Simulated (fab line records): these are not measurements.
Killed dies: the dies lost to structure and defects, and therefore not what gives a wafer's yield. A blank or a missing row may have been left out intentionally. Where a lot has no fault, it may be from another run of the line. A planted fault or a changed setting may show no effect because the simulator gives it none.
fab line records	flow sky130
record: lots: 5	wafers: 15	lastDay: 50
route steps=708 shown METAL2@495 VIA2@507 METAL3@532 PAD_OPEN@708
lots that met no fault: from a run of the same line without faults
startH: hours from the record's first day to the start of the lot's first wafer shown	waitH: hours from the lot's prior step to this one	" repeats the value in the row above	L1.1+2: several wafers, shown together as one row	- no value present, or no start provided	* or withheld: withheld	< > ~ a bound
route shown NAME@n: a module of which the file shows steps, and the number in the route of the first	usual: mean/standard deviation taken from wafers without a fault	same: alike in all rows	chamber/n: place in a boat	sites: the reading at each site	_std_site: standard deviation of those values	_edge_site: outer sites' mean less inner sites'	radiusMm: how far each site lies from the wafer's centre	mask NAME#n: copy n	behind: the most recent tool/chamber to have shaped the wafer	hold: cause of the lot's hold/its duration in hours/its outcome	device: the transistor (n, p or np) that didn't switch	end of line: at the end of the route, the tests of the same wafers	step lacking rows: just its recipe	killed: dies that structure and defects cost at the first sort, which is not the same as the wafer's yield	map: a wafer's dies, marking killed ones x, the rest . and places with no die _
set.NAME: the setting the step ran with; set.NAME@STEP: the setting that earlier step ran with	model.NAME: the simulator's own value behind a step, which no gauge read
lots at selected steps of the route; one table per step, one row per wafer
services: a tool's chamber out of use, with start hour (startH, from the record's first day; less than 0 if before it), hours out, and reason
== steps ==
step: SKY_METAL2_EXPOSE_12
recipe: maskId: MM2	na: 0.8	sourceShape: annular	sigmaInner: 0.55	sigmaOuter: 0.85	targetCdNm: 140	doseMj: 28
step: SKY_METAL2_PEB_13
recipe: pebTempC: withheld	pebTimeS: withheld	resist: KrF-thick
step: SKY_METAL2_DEVELOP_14
recipe: developTimeS: 60	resist: KrF-thick	devTempC: 21
step: SKY_METAL2_CD_MEAS_15
recipe: targetCdNm: 140
usual: cdNm: 139.8/1.7
lot.wafer	tool	chamber	startH	waitH	cdNm
L187.1	cdSem-02	-	830.64	-	138.6
L187.4	"	-	"	"	138.6
L187.6	"	-	"	"	137.7
L188.2	cdSem-01	-	839.10	-	142.0
L188.4	"	-	"	"	142.2
L188.6	"	-	"	"	143.5
L194.1	cdSem-02	-	890.34	-	138.2
L194.3	"	-	"	"	137.9
L194.6	"	-	"	"	139.1
L200.2	cdSem-02	-	933.55	-	138.7
L200.3	"	-	"	"	139.4
L200.6	"	-	"	"	140.2
L208.1	cdSem-01	-	990.15	-	140.6
L208.3	"	-	"	"	139.9
L208.4	"	-	"	"	139.4
step: SKY_METAL2_OVL_MEAS_16
usual: METAL2_OVL: 1/5.6
lot.wafer	tool	chamber	startH	waitH	METAL2_OVL[nm]
L187.1	overlay-02	-	830.76	0.1	-2
L187.4	"	-	"	"	5
L187.6	"	-	"	"	3
L188.2	overlay-02	-	839.20	0.1	-3
L188.4	"	-	"	"	-3
L188.6	"	-	"	"	0
L194.1	overlay-02	-	890.46	0.1	10
L194.3	"	-	"	"	2
L194.6	"	-	"	"	9
L200.2	overlay-02	-	933.65	0.1	1
L200.3	"	-	"	"	0
L200.6	"	-	"	"	-11
L208.1	overlay-01	-	990.27	0.1	2
L208.3	"	-	"	"	-3
L208.4	"	-	"	"	-4
step: SKY_METAL2_DESCUM_17
recipe: chemistry: O2	sourcePowerW: 150	biasPowerW: 0	pressureMtorr: 10	tempC: 40	timeS: 8
step: SKY_METAL2_ETCH_18
recipe: chemistry: N2/H2	target: BARC	ionEnergyEv: 200	biasW: 100	pressureMtorr: 30	n2FlowSccm: 100	h2FlowSccm: 200	icpW: 500	stopOn: SiO2	timeS: 45.9	targetDepthA: 600
step: SKY_METAL2_METAL_ETCH_19
recipe: targetDepthA: 3600	stopOn: SiO2	overEtchFrac: 0.3	timeS: 78	chemistry: Cl2/BCl3	resistSidewallDeg: 88	pressureMtorr: 10	icpW: 900	biasW: 48.5	Cl2_flow_sccm: 60	bcl3FlowSccm: 30
usual: drypumpMotorCurrentA: 5.4/0.48	oesProductAu: 0.854/0.0061	throttleValvePct: 22.263/0.0094
lot.wafer	tool	chamber	startH	waitH	drypumpMotorCurrentA	oesProductAu	rfHoursCounterH	throttleValvePct
L187.1	rieMetal-03	0	830.89	0.0	6.1	0.844	5	22.276
L187.4	"	0	"	"	6.1	0.841	-	22.268
L187.6	"	0	"	"	6.1	0.846	-	22.282
L188.2	rieMetal-01	1	839.33	0.0	5.8	0.845	6	22.259
L188.4	"	1	"	"	5.8	0.852	-	22.275
L188.6	"	0	"	"	5.7	0.852	-	22.260
L194.1	rieMetal-01	0	890.59	0.0	5.7	0.849	3	22.265
L194.3	"	1	"	"	5.8	0.854	-	22.260
L194.6	"	1	"	"	5.8	0.858	-	22.266
L200.2	rieMetal-02	0	933.78	0.0	4.8	0.854	11	22.260
L200.3	"	1	"	"	5.7	0.846	-	22.257
L200.6	"	1	"	"	5.7	0.872	-	22.255
L208.1	rieMetal-01	1	990.40	0.0	5.8	0.859	13	22.266
L208.3	"	0	"	"	5.6	0.852	-	22.264
L208.4	"	1	"	"	5.8	0.858	-	22.274
step: SKY_METAL2_STRIP_20
recipe: chemistry: O2/N2	powerW: 1400	pressureMtorr: 1500	platenTempC: withheld	o2FlowSccm: 3000	n2FlowSccm: 300	overashFraction: 0.5
step: SKY_METAL2_STRIP_21
recipe: chemistry: postEtchResidueRemover	timeS: 1200	tempC: 72.5
step: SKY_METAL2_CLEAN_22
recipe: chemistry: IPA	timeS: 180	tempC: 25
step: SKY_METAL2_CLEAN_23
recipe: chemistry: O3/DIW	dry: n2Spin
step: SKY_VIA2_HDPCVD_00
recipe: material: SiO2	targetThkNm: 1180	sigmaOpenFrac: 0.3	timeS: 196.7	tempC: 400	sih4FlowSccm: 60	pressureMtorr: 6
lot.wafer	tool	chamber	startH	waitH	model.SiO2_of_VIA2_HDPCVD_00.thkNm
L187.1	hdpcvd-02	1	831.61	0.0	1182
L187.4	"	0	"	"	1187
L187.6	"	2	"	"	1184
L188.2	hdpcvd-02	2	840.05	0.0	1188
L188.4	"	1	"	"	1169
L188.6	"	2	"	"	1178
L194.1	hdpcvd-01	1	891.27	0.0	1203
L194.3	"	0	"	"	1200
L194.6	"	1	"	"	1192
L200.2	hdpcvd-01	0	934.46	0.0	1175
L200.3	"	1	"	"	444.4
L200.6	"	2	"	"	1186
L208.1	hdpcvd-02	0	991.08	0.0	1202
L208.3	"	1	"	"	1210
L208.4	"	0	"	"	1198
step: SKY_VIA2_THK_MEAS_01
recipe: reads: SiO2_of_VIA2_HDPCVD_00
usual: VIA2_HDPCVD_THK: 1186/9.8
lot.wafer	tool	chamber	startH	waitH	VIA2_HDPCVD_THK[nm]
L187.1	filmMetro-03	-	831.73	0.1	1182
L187.4	"	-	"	"	1186
L187.6	"	-	"	"	1183
L188.2	filmMetro-02	-	840.19	0.1	1189
L188.4	"	-	"	"	1170
L188.6	"	-	"	"	1178
L194.1	filmMetro-01	-	891.40	0.1	1203
L194.3	"	-	"	"	1201
L194.6	"	-	"	"	1193
L200.2	filmMetro-03	-	934.60	0.1	1175
L200.3	"	-	"	"	445
L200.6	"	-	"	"	1186
L208.1	filmMetro-02	-	991.21	0.1	1202
L208.3	"	-	"	"	1210
L208.4	"	-	"	"	1198
step: SKY_VIA2_CMP_02
recipe: material: SiO2	downForcePsi: 4	platenRpm: 60	padVelocityMS: 0.94248
step: SKY_VIA2_BOW_MEAS_03
recipe: mode: bow
usual: VIA2_BOW: 85/7.1
lot.wafer	tool	chamber	startH	waitH	VIA2_BOW[um]
L187.1	filmMetro-02	-	832.09	0.2	80
L187.4	"	-	"	"	85
L187.6	"	-	"	"	88
L188.2	filmMetro-03	-	840.85	0.1	82
L188.4	"	-	"	"	85
L188.6	"	-	"	"	85
L194.1	filmMetro-01	-	891.76	0.2	93
L194.3	"	-	"	"	84
L194.6	"	-	"	"	83
L200.2	filmMetro-01	-	934.97	0.3	88
L200.3	"	-	"	"	76
L200.6	"	-	"	"	81
L208.1	filmMetro-03	-	991.57	0.2	92
L208.3	"	-	"	"	72
L208.4	"	-	"	"	78
step: SKY_VIA2_DEHYDRATE_04
recipe: tempC: 200	timeS: 60
step: SKY_VIA2_HMDS_05
recipe: primeTimeS: 60	primeTempC: 120
step: SKY_VIA2_COAT_06
recipe: resist: BARC	tempC: withheld	timeS: withheld	spinRpm: 3000	resistThkNm: 60
step: SKY_VIA2_COAT_07
recipe: resist: KrF-thick	spinRpm: 3000	resistThkNm: 450
step: SKY_VIA2_SOFTBAKE_08
recipe: tempC: 100	timeS: 90	resist: KrF-thick
step: SKY_VIA2_EXPOSE_09
recipe: maskId: VIM2	na: 0.8	sourceShape: annular	sigmaInner: 0.55	sigmaOuter: 0.85	targetCdNm: 200	doseMj: 38
step: SKY_VIA2_PEB_10
recipe: pebTempC: withheld	pebTimeS: withheld	resist: KrF-thick
step: SKY_VIA2_DEVELOP_11
recipe: developTimeS: 60	resist: KrF-thick	devTempC: 21
step: SKY_VIA2_CD_MEAS_12
recipe: targetCdNm: 200
usual: cdNm: 200.0/1.3
lot.wafer	tool	chamber	startH	waitH	cdNm
L187.1	cdSem-02	-	858.06	-	200.4
L187.4	"	-	"	"	198.3
L187.6	"	-	"	"	199.0
L188.2	cdSem-01	-	867.20	-	199.9
L188.4	"	-	"	"	200.5
L188.6	"	-	"	"	199.5
L194.1	cdSem-02	-	916.58	-	198.9
L194.3	"	-	"	"	198.0
L194.6	"	-	"	"	200.1
L200.2	cdSem-02	-	959.06	-	198.6
L200.3	"	-	"	"	196.8
L200.6	"	-	"	"	197.9
L208.1	cdSem-01	-	1014.88	-	199.8
L208.3	"	-	"	"	199.2
L208.4	"	-	"	"	198.8
step: SKY_VIA2_OVL_MEAS_13
usual: VIA2_OVL: -3/5
lot.wafer	tool	chamber	startH	waitH	VIA2_OVL[nm]
L187.1	overlay-01	-	858.18	0.1	-10
L187.4	"	-	"	"	3
L187.6	"	-	"	"	0
L188.2	overlay-02	-	867.31	0.1	3
L188.4	"	-	"	"	3
L188.6	"	-	"	"	-1
L194.1	overlay-01	-	916.70	0.1	1
L194.3	"	-	"	"	-5
L194.6	"	-	"	"	-3
L200.2	overlay-01	-	959.16	0.1	-15
L200.3	"	-	"	"	0
L200.6	"	-	"	"	1
L208.1	overlay-02	-	1015.00	0.1	-3
L208.3	"	-	"	"	-6
L208.4	"	-	"	"	-10
step: SKY_VIA2_ETCH_14
recipe: chemistry: N2/H2	target: BARC	ionEnergyEv: 200	sourceW: 500	biasW: 100	pressureMtorr: 30	n2FlowSccm: 100	h2FlowSccm: 200	stopOn: SiO2	timeS: 45.9	targetDepthA: 600
step: SKY_VIA2_ETCH_15
recipe: target: SiO2	chemistry: C4F8/O2/Ar	targetDepthNm: 546	stopOn: TiN	maskMaterial: KrF-thick	sourceW: 1500	biasW: 1200	pressureMtorr: 40	c4f8FlowSccm: withheld	O2_flow_sccm: 6	Ar_flow_sccm: 300	timeS: 84
usual: oesProductAu: 0.940/0.0051
lot.wafer	tool	chamber	startH	waitH	oesProductAu	rfHoursCounterH	model.etch.depthNm	model.VIA2.featureDepthNm
L187.1	rieDiel-01	0	858.26	0.0	0.941	15	495.2	495.2
L187.4	"	1	"	"	0.935	21	496.8	496.8
L187.6	"	3	"	"	0.938	-	494.2	494.2
L188.2	rieDiel-01	3	867.38	0.0	0.946	17	497	497
L188.4	"	0	"	"	0.932	16	496.5	496.5
L188.6	"	0	"	"	0.943	-	495.3	495.3
L194.1	rieDiel-02	3	916.78	0.0	0.936	9	495.5	495.5
L194.3	"	0	"	"	0.939	9	494.6	494.6
L194.6	"	0	"	"	0.932	-	495	495
L200.2	rieDiel-01	1	959.24	0.0	0.939	24	494.6	494.6
L200.3	"	2	"	"	0.885	17	444.4	444.4
L200.6	"	1	"	"	0.938	-	494.1	494.1
L208.1	rieDiel-01	3	1015.08	0.0	0.938	22	495	495
L208.3	"	2	"	"	0.935	19	493.5	493.5
L208.4	"	0	"	"	0.945	21	494.6	494.6
step: SKY_VIA2_STRIP_16
recipe: chemistry: O2/N2	powerW: 1400	pressureMtorr: 1500	platenTempC: withheld	o2FlowSccm: 3000	n2FlowSccm: 300	overashFraction: 0.5
usual: drypumpMotorCurrentA: 5.9/0.33	oesProductAu: 0.398/0.0047	stripTimeToEndpointS: 4.038/0.025
lot.wafer	tool	chamber	startH	waitH	drypumpMotorCurrentA	oesProductAu	rfHoursCounterH	stripTimeToEndpointS
L187.1	plasmaAsher-02	0	858.33	0.0	6.1	0.404	12	4.034
L187.4	"	0	"	"	6.1	0.394	-	4.062
L187.6	"	0	"	"	6.1	0.402	-	4.015
L188.2	plasmaAsher-02	1	867.44	0.0	5.7	0.396	13	4.007
L188.4	"	1	"	"	5.7	0.400	-	4.020
L188.6	"	1	"	"	5.7	0.400	-	4.058
L194.1	plasmaAsher-01	0	916.84	0.0	5.0	0.401	48	4.041
L194.3	"	0	"	"	5.0	0.398	-	4.026
L194.6	"	1	"	"	5.9	0.390	-	4.008
L200.2	plasmaAsher-02	1	959.30	0.0	5.7	0.405	22	4.039
L200.3	"	0	"	"	6.1	0.408	-	4.032
L200.6	"	1	"	"	5.7	0.397	-	4.005
L208.1	plasmaAsher-02	1	1015.14	0.0	5.7	0.404	28	4.041
L208.3	"	0	"	"	6.1	0.408	-	4.080
L208.4	"	1	"	"	5.7	0.403	-	4.089
step: SKY_VIA2_STRIP_17
recipe: chemistry: postEtchResidueRemover	timeS: 1200	tempC: 72.5
step: SKY_VIA2_CLEAN_18
recipe: chemistry: IPA	timeS: 180	tempC: 25
step: SKY_VIA2_CLEAN_19
recipe: chemistry: O3/DIW	dry: n2Spin
step: SKY_VIA2_SPUTTER_20
recipe: material: TiN	targetThkNm: 20	chamberPressurePa: 5	powerW: 4000	timeS: 80
step: SKY_VIA2_CVD_21
recipe: material: W	targetThkNm: 420	timeS: 126.4	tempC: 400	pressureTorr: 40
usual: heaterPowerW: 930/95
lot.wafer	tool	chamber	startH	waitH	heaterPowerW
L187.1	cvdW-01	0	858.99	0.0	928
L187.4	"	1	"	"	797
L187.6	"	1	"	"	782
L188.2	cvdW-01	0	868.13	0.0	923
L188.4	"	1	"	"	797
L188.6	"	1	"	"	806
L194.1	cvdW-01	0	917.50	0.0	921
L194.3	"	0	"	"	944
L194.6	"	0	"	"	950
L200.2	cvdW-01	1	960.03	0.1	822
L200.3	"	1	"	"	784
L200.6	"	1	"	"	827
L208.1	cvdW-02	1	1015.79	0.0	991
L208.3	"	1	"	"	1028
L208.4	"	0	"	"	1017
step: SKY_VIA2_RS_MEAS_22
recipe: thkMeasGauge: four-point-probe	reads: W_of_VIA2_CVD_21+TiN_of_VIA2_SPUTTER_20
usual: VIA2_W_RS: 0.273/0.0039
lot.wafer	tool	chamber	startH	waitH	VIA2_W_RS[ohm/sq]
L187.1	filmMetro-01	-	859.12	0.1	0.275
L187.4	"	-	"	"	0.279
L187.6	"	-	"	"	0.285
L188.2	filmMetro-03	-	868.28	0.1	0.276
L188.4	"	-	"	"	0.279
L188.6	"	-	"	"	0.279
L194.1	filmMetro-01	-	917.63	0.1	0.268
L194.3	"	-	"	"	0.269
L194.6	"	-	"	"	0.268
L200.2	filmMetro-01	-	960.26	0.2	0.273
L200.3	"	-	"	"	0.276
L200.6	"	-	"	"	0.275
L208.1	filmMetro-02	-	1015.92	0.1	0.268
L208.3	"	-	"	"	0.271
L208.4	"	-	"	"	0.271
step: SKY_VIA2_THK_MEAS_23
recipe: thkMeasGauge: xrf	reads: W_of_VIA2_CVD_21
usual: VIA2_W_THK: 414/9.9
lot.wafer	tool	chamber	startH	waitH	VIA2_W_THK[nm]
L187.1	filmMetro-01	-	859.24	0.1	409
L187.4	"	-	"	"	402
L187.6	"	-	"	"	394
L188.2	filmMetro-03	-	868.39	0.1	415
L188.4	"	-	"	"	409
L188.6	"	-	"	"	409
L194.1	filmMetro-01	-	917.75	0.1	407
L194.3	"	-	"	"	405
L194.6	"	-	"	"	408
L200.2	filmMetro-01	-	960.37	0.1	404
L200.3	"	-	"	"	401
L200.6	"	-	"	"	402
L208.1	filmMetro-02	-	1016.04	0.1	437
L208.3	"	-	"	"	432
L208.4	"	-	"	"	432
step: SKY_VIA2_CMP_24
recipe: stopOn: SiO2	tOverpolishS: 20	downForcePsi: 3.5	platenRpm: 60	targetThkNm: 0	padVelocityMS: 0.94248
step: SKY_METAL3_SPUTTER_00
recipe: material: Ti	targetThkNm: 15	powerW: 3000	timeS: 10	chamberPressurePa: 0.4
step: SKY_METAL3_SPUTTER_01
recipe: material: TiN	targetThkNm: 20	powerW: 6500	timeS: 16.7	chamberPressurePa: 0.4
step: SKY_METAL3_SPUTTER_02
recipe: material: AlCu	targetThkNm: 735	powerW: 10600	timeS: 39.1	chamberPressurePa: 0.4
usual: throttleValvePct: 30.0/0.77
lot.wafer	tool	chamber	startH	waitH	throttleValvePct
L187.1	pvdSputter-04	-	859.65	0.0	30.7
L187.4	"	-	"	"	30.6
L187.6	"	-	"	"	30.5
L188.2	pvdSputter-02	-	868.79	0.0	30.7
L188.4	"	-	"	"	30.0
L188.6	"	-	"	"	29.5
L194.1	pvdSputter-01	-	918.16	0.0	29.1
L194.3	"	-	"	"	30.7
L194.6	"	-	"	"	27.8
L200.2	pvdSputter-04	-	960.77	0.0	29.8
L200.3	"	-	"	"	30.8
L200.6	"	-	"	"	30.2
L208.1	pvdSputter-02	-	1016.45	0.0	30.2
L208.3	"	-	"	"	29.6
L208.4	"	-	"	"	30.7
step: SKY_METAL3_SPUTTER_03
recipe: material: Ti	targetThkNm: 5	powerW: 3000	timeS: 3.3	chamberPressurePa: 0.4
step: SKY_METAL3_SPUTTER_04
recipe: material: TiN	targetThkNm: 70	powerW: 6500	timeS: 58.3	chamberPressurePa: 0.4
usual: throttleValvePct: 30.0/0.75
lot.wafer	tool	chamber	startH	waitH	throttleValvePct
L187.1	pvdSputter-04	-	859.70	0.0	30.6
L187.4	"	-	"	"	30.4
L187.6	"	-	"	"	30.5
L188.2	pvdSputter-02	-	868.85	0.0	30.7
L188.4	"	-	"	"	30.0
L188.6	"	-	"	"	29.9
L194.1	pvdSputter-01	-	918.21	0.0	29.5
L194.3	"	-	"	"	30.9
L194.6	"	-	"	"	27.9
L200.2	pvdSputter-04	-	960.83	0.0	30.2
L200.3	"	-	"	"	30.6
L200.6	"	-	"	"	30.7
L208.1	pvdSputter-02	-	1016.51	0.0	30.6
L208.3	"	-	"	"	29.8
L208.4	"	-	"	"	30.5
step: SKY_METAL3_METAL_ETCH_18
recipe: targetDepthA: 8450	stopOn: SiO2	overEtchFrac: 0.3	timeS: 183.1	chemistry: Cl2/BCl3	resistSidewallDeg: 88	pressureMtorr: 10	icpW: 900	biasW: 48.5	Cl2_flow_sccm: 60	bcl3FlowSccm: 30
usual: drypumpMotorCurrentA: 5.6/0.5	oesProductAu: 0.865/0.0061	throttleValvePct: 22.264/0.009
lot.wafer	tool	chamber	startH	waitH	drypumpMotorCurrentA	oesProductAu	rfHoursCounterH	throttleValvePct	model.SiO2_of_VIA2_HDPCVD_00.thkNm
L187.1	rieMetal-04	1	912.15	0.0	5.8	0.862	18	22.258	466
L187.4	"	0	"	"	5.9	0.857	-	22.244	467
L187.6	"	1	"	"	5.8	0.860	-	22.258	465.1
L188.2	rieMetal-03	0	920.48	0.0	6.1	0.869	9	22.257	467.1
L188.4	"	0	"	"	6.1	0.870	-	22.260	466.5
L188.6	"	1	"	"	5.0	0.863	-	22.268	465.9
L194.1	rieMetal-04	0	967.99	0.0	6.0	0.865	13	22.252	465.6
L194.3	"	0	"	"	6.0	0.868	-	22.252	464.6
L194.6	"	0	"	"	6.0	0.873	-	22.264	465.3
L200.2	rieMetal-03	0	1009.31	0.0	6.1	0.864	15	22.262	464.9
L200.3	"	1	"	"	5.0	0.861	-	22.268	414.8
L200.6	"	0	"	"	6.1	0.856	-	22.274	464.2
L208.1	rieMetal-03	0	1062.99	0.0	6.1	0.862	18	22.257	465.6
L208.3	"	1	"	"	5.0	0.861	-	22.262	464.4
L208.4	"	0	"	"	6.1	0.863	-	22.267	465.2
step: SKY_PAD_OPEN_PROBE_99
usual: defectLimitedYield: 82.4/1.8	killed_at_M0_to_M3: 44/7.2	killed_at_M4_up: 3.5/1.8	killedAtContacts: 25/5.1	killedAtFrontEnd: 14/4.4	killedAtOther: 0.4/0.58	killedDies: 87/9.1	killedOpen: 48/6.9	killedShort: 38/6.3
same: grossDies: 492	killedAtBackSide: 0
lot.wafer	tool	chamber	startH	waitH	defectLimitedYield[%]	killed_at_M0_to_M3	killed_at_M4_up	killedAtContacts	killedAtFrontEnd	killedAtOther	killedDies	killedOpen	killedShort	model.etest.tester.sortNPass	model.etest.tester.sortYieldPct	model.etest.tester.sort_bin_3_pct	model.etest.met3Comb.leakLog10AUm	model.etest.tester.sort_bin_8_pct
L187.1	prober-02	-	1086.98	0.1	82.9	46	2	22	14	0	84	41	43	408	82.93	1.423	-12.1	0
L187.4	prober-02	-	1087.13	0.2	81.1	45	2	18	28	0	93	47	46	399	81.1	0.2033	-12.1	0
L187.6	prober-02	-	1087.23	0.2	80.5	49	2	25	20	0	96	53	43	396	80.49	0.813	-11.91	0
L188.2	prober-01	-	1091.60	0.1	84.6	39	4	14	18	1	76	37	38	416	84.55	0.813	-11.98	0
L188.4	prober-01	-	1091.70	0.2	80.5	51	7	23	15	0	96	46	50	396	80.49	1.22	-12.11	0
L188.6	prober-01	-	1091.80	0.2	83.1	46	5	19	12	1	83	38	45	409	83.13	0.813	-11.98	0
L194.1	prober-01	-	1131.36	0.1	81.7	50	3	25	11	1	90	52	38	402	81.71	0.4065	-11.93	0
L194.3	prober-01	-	1131.46	0.2	79.7	50	1	31	18	0	100	56	44	392	79.67	1.626	-11.97	0
L194.6	prober-01	-	1131.61	0.2	84.3	43	2	24	7	1	77	48	29	415	84.35	0.2033	-12.23	0
L200.2	prober-02	-	1161.61	0.1	84.8	39	2	16	17	1	75	39	35	417	84.76	0.813	-12.15	0
L200.3	prober-02	-	1161.66	0.2	80.3	47	4	23	22	1	97	50	47	244	49.59	31.71	-7.066	1.02e-07
L200.6	prober-02	-	1161.81	0.2	82.5	37	2	28	18	1	86	51	35	406	82.52	0.6098	-12.06	0
L208.1	prober-02	-	1200.66	0.1	79.1	55	3	26	19	0	103	58	45	389	79.06	0.813	-12.11	0
L208.3	prober-02	-	1200.76	0.2	80.7	37	6	32	20	0	95	60	35	397	80.69	0.6098	-11.98	0
L208.4	prober-02	-	1200.81	0.2	81.7	53	3	23	11	0	90	52	38	402	81.71	0.6098	-12.1	0
killed by level:class
L187.1 VIA1:geometricParticle:open=11 CONTACT:geometricParticle:open=10 METAL1:geometricParticle:short=9 FIELD_ISO:geometricParticle:short=7 LI_CONTACT:geometricParticle:open=5 METAL3:geometricParticle:short=5 METAL2:geometricParticle:short=5 FIELD_ISO:geometricParticle:open=4
L187.4 VIA1:geometricParticle:open=11 FIELD_ISO:geometricParticle:short=7 POLY_GATE:geometricParticle:short=7 METAL2:geometricParticle:short=7 VIA3:geometricParticle:open=7 FIELD_ISO:geometricParticle:open=6 CONTACT:geometricParticle:open=6 METAL1:geometricParticle:short=5
L187.6 CONTACT:geometricParticle:open=10 VIA3:geometricParticle:open=9 VIA2:geometricParticle:open=8 METAL1:geometricParticle:short=7 VIA1:geometricParticle:open=7 METAL2:geometricParticle:short=6 LI_CONTACT:geometricParticle:open=6 FIELD_ISO:geometricParticle:short=5
L188.2 VIA1:geometricParticle:open=11 METAL2:geometricParticle:short=10 FIELD_ISO:geometricParticle:open=7 METAL1:geometricParticle:short=6 POLY_GATE:geometricParticle:open=4 METAL4:geometricParticle:short=4 LI_CONTACT:geometricParticle:open=4 VIA2:geometricParticle:open=4
L188.4 METAL2:geometricParticle:short=12 CONTACT:geometricParticle:short=8 VIA2:geometricParticle:open=8 VIA1:geometricParticle:open=7 VIA3:geometricParticle:open=7 POLY_GATE:geometricParticle:short=5 LI_CONTACT:geometricParticle:open=5 METAL4:geometricParticle:short=5
L188.6 VIA1:geometricParticle:open=13 VIA1:geometricParticle:short=6 CONTACT:geometricParticle:open=5 METAL1:geometricParticle:short=5 VIA2:geometricParticle:open=5 LI_CONTACT:geometricParticle:open=4 LOCAL_INTERCONNECT:geometricParticle:short=4 METAL2:geometricParticle:short=4
L194.1 VIA3:geometricParticle:open=10 VIA1:geometricParticle:open=9 LI_CONTACT:geometricParticle:open=8 CONTACT:geometricParticle:open=8 VIA1:geometricParticle:short=7 VIA2:geometricParticle:open=6 METAL1:geometricParticle:short=6 FIELD_ISO:geometricParticle:open=4
L194.3 VIA1:geometricParticle:open=14 CONTACT:geometricParticle:open=10 VIA3:geometricParticle:open=9 VIA2:geometricParticle:open=6 LI_CONTACT:geometricParticle:open=6 LOCAL_INTERCONNECT:geometricParticle:short=6 METAL2:geometricParticle:short=6 FIELD_ISO:geometricParticle:short=5
L194.6 VIA1:geometricParticle:open=13 CONTACT:geometricParticle:open=12 LI_CONTACT:geometricParticle:open=6 METAL1:geometricParticle:short=6 VIA2:geometricParticle:open=5 VIA3:geometricParticle:short=5 VIA3:geometricParticle:open=5 METAL3:geometricParticle:short=4
L200.2 LI_CONTACT:geometricParticle:open=7 VIA2:geometricParticle:open=7 CONTACT:geometricParticle:open=6 VIA1:geometricParticle:open=5 METAL2:geometricParticle:short=5 VIA1:geometricParticle:short=5 VIA2:geometricParticle:short=5 FIELD_ISO:geometricParticle:short=4
L200.3 FIELD_ISO:geometricParticle:short=9 LI_CONTACT:geometricParticle:open=9 METAL2:geometricParticle:short=9 VIA2:geometricParticle:open=8 VIA1:geometricParticle:open=8 CONTACT:geometricParticle:open=8 VIA3:geometricParticle:open=7 METAL3:geometricParticle:short=4
L200.6 CONTACT:geometricParticle:open=10 FIELD_ISO:geometricParticle:open=8 VIA1:geometricParticle:open=7 VIA2:geometricParticle:open=7 LI_CONTACT:geometricParticle:open=6 VIA2:geometricParticle:short=6 LI_CONTACT:geometricParticle:short=4 CONTACT:geometricParticle:short=4
L208.1 VIA1:geometricParticle:open=21 CONTACT:geometricParticle:open=9 CONTACT:geometricParticle:short=9 VIA2:geometricParticle:open=8 METAL2:geometricParticle:short=8 POLY_GATE:geometricParticle:short=7 VIA3:geometricParticle:open=6 POLY_GATE:geometricParticle:open=5
L208.3 VIA1:geometricParticle:open=12 CONTACT:geometricParticle:open=12 LI_CONTACT:geometricParticle:open=9 FIELD_ISO:geometricParticle:open=8 VIA2:geometricParticle:open=5 FIELD_ISO:geometricParticle:short=4 POLY_GATE:geometricParticle:open=4 VIA1:geometricParticle:short=4
L208.4 VIA1:geometricParticle:open=16 VIA2:geometricParticle:open=8 VIA3:geometricParticle:open=8 CONTACT:geometricParticle:short=6 CONTACT:geometricParticle:open=6 LI_CONTACT:geometricParticle:open=5 METAL2:geometricParticle:short=5 VIA2:geometricParticle:short=5
== services ==
tool	chamber	startH	hours	kind
rieMetal-01	1	813.56	5.7	repair
pvdSputter-02	-	815.19	4.5	repair
pvdSputter-01	-	849.35	1.8	repair
rieMetal-04	-	853.32	1.4	pm
pvdSputter-02	-	856.05	1.2	repair
hdpcvd-02	2	858.37	6.5	repair
pvdSputter-02	-	872.16	27.3	repair
rieDiel-01	0	890.36	3.6	repair
pvdSputter-01	-	931.00	11.1	repair
rieMetal-03	1	934.91	2.4	repair
hdpcvd-02	-	946.09	0.5	repair
hdpcvd-02	-	950.25	15.0	pm
cvdW-01	0	952.88	14.3	repair
hdpcvd-01	-	965.26	6.0	pm
hdpcvd-01	2	968.24	3.6	repair
pvdSputter-02	-	991.31	4.6	repair
pvdSputter-04	-	1011.24	4.4	repair
rieMetal-01	-	1016.30	2.8	pm
pvdSputter-04	-	1016.66	0.5	repair
cvdW-01	0	1036.13	6.2	repair
pvdSputter-02	-	1044.55	0.5	repair
hdpcvd-02	-	1048.18	2.8	pm
rieDiel-01	2	1050.09	15.1	repair
rieDiel-01	-	1056.81	0.7	repair
== key ==
firstSign: step: SKY_VIA2_THK_MEAS_01	reading: VIA2_HDPCVD_THK	direction: down	sigmas: 75	usual: 1186	struck: 445
effect: step: SKY_VIA2_ETCH_15	reading: oesProductAu	direction: down	sigmas: 11	usual: 0.940	struck: 0.885
modelEffect: step: SKY_VIA2_HDPCVD_00	value: SiO2_of_VIA2_HDPCVD_00.thkNm	without: 1183	struck: 444.4
modelEffect: step: SKY_VIA2_ETCH_15	value: etch.depthNm	without: 494.5	struck: 444.4
modelEffect: step: SKY_METAL3_METAL_ETCH_18	value: SiO2_of_VIA2_HDPCVD_00.thkNm	without: 464.9	struck: 414.8
modelEffect: step: SKY_PAD_OPEN_PROBE_99	value: etest.tester.sortNPass	without: 395	struck: 244
metAt SKY_VIA2_HDPCVD_00
struckWafers L200.3
onsetBetween 891.27 934.46
fault: kind: processParameterDrift	tool: hdpcvd-01	chamber: 1	onsetH: 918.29	steps: SKY_VIA2_HDPCVD_00	channel: targetThkNm	offset: -738.15	shape: step	endH: 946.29	actsIn: theseRecipesOnly	stated: 1180
